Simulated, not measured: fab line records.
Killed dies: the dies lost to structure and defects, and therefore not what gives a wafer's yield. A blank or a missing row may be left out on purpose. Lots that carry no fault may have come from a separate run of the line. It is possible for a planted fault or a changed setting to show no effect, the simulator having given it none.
The same fault as seen by 2 desks || flow sky130 || every desk sees just its own numbers, and what lay behind them comes last

FOR THE TOOL OWNER'S DESK: implanter-04
For each lot that ran on this tool, the mean over its sampled wafers that have a number, from the tool's own readings at SKY_RES_XHIGH_IMPLANT_07. A lot is out of limits, marked OUT, if its mean lies more than 4 standard deviations from the usual mean; the brackets give that distance.
Columns: A = beamEnergyKeV at SKY_RES_XHIGH_IMPLANT_07, usual 20.001
{"lot": "L203", "first seen here": "day 28 08:08", "A": 19.998}
{"lot": "L205", "first seen here": "day 29 01:12", "A": 20.003}
{"lot": "L206", "first seen here": "day 29 09:07", "A": 19.991}
{"lot": "L214", "first seen here": "day 31 19:37", "A": 20.000}
{"lot": "L216", "first seen here": "day 32 12:13", "A": 20.002}
{"lot": "L218", "first seen here": "day 33 02:32", "A": 20.003}
This desk's verdict: no lot among the 6 shows anything out of limits.

METROLOGY DESK
Lot by lot, what the gauges showed, no matter which tool ran the lot: averages of those sampled wafers that carry a number. A lot is out of limits, marked OUT, if its mean lies more than 4 standard deviations from the usual mean; the brackets give that distance.
Columns: A = SD_N_OVL at SKY_SD_N_OVL_MEAS_08, usual 0.5 nm; B = RES_XHIGH_RS at SKY_SD_N_RS_MEAS_18, usual 333.2 ohm/sq
{"lot": "L199", "first seen here": "day 28 11:38", "A": 0.0, "B": 333.6}
{"lot": "L202", "first seen here": "day 29 05:58", "A": 1.5, "B": 333.7}
{"lot": "L203", "first seen here": "day 29 12:14", "A": -1.0, "B": 332.5}
{"lot": "L204", "first seen here": "day 29 23:45", "A": -1.2, "B": 332.3}
{"lot": "L205", "first seen here": "day 30 06:11", "A": 1.3, "B": 332.8}
{"lot": "L206", "first seen here": "day 30 13:22", "A": -0.6, "B": 333.2}
{"lot": "L208", "first seen here": "day 31 06:59", "A": 0.9, "B": 335.1}
{"lot": "L214", "first seen here": "day 32 23:27", "A": 1.1, "B": 334.4}
{"lot": "L216", "first seen here": "day 33 14:53", "A": 1.2, "B": "363.7 (+28) OUT"}
{"lot": "L218", "first seen here": "day 34 04:28", "A": 2.2, "B": "363.4 (+27) OUT"}
{"lot": "L221", "first seen here": "day 35 04:29", "A": -1.4, "B": 331.8}
{"lot": "L222", "first seen here": "day 35 08:35", "A": 2.1, "B": 333.5}
This desk's result: L216, L218 out of limits, first on L216 (RES_XHIGH_RS at SKY_SD_N_RS_MEAS_18), day 33 15:55. L199, L202, L203, L204, L205, L206, L208, L214, L221, L222: within limits.

TAKEN TOGETHER
L216, L218 would have let the metrology desk raise an alarm at day 33 15:55.
The desk of the tool owner found nothing out of limits.
On record at the tool owner's desk: L216, L218, within its limits.
Of the lots named, all ran SKY_RES_XHIGH_IMPLANT_07 on implanter-04.

WHAT HAD BEEN PUT IN BY THE SIMULATOR
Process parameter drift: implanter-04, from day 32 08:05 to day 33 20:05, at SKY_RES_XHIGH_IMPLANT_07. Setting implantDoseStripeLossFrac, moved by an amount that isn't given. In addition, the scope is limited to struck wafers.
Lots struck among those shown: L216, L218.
Delay in hours, fault start to first out-of-limits reading, per desk: metrology desk 32.
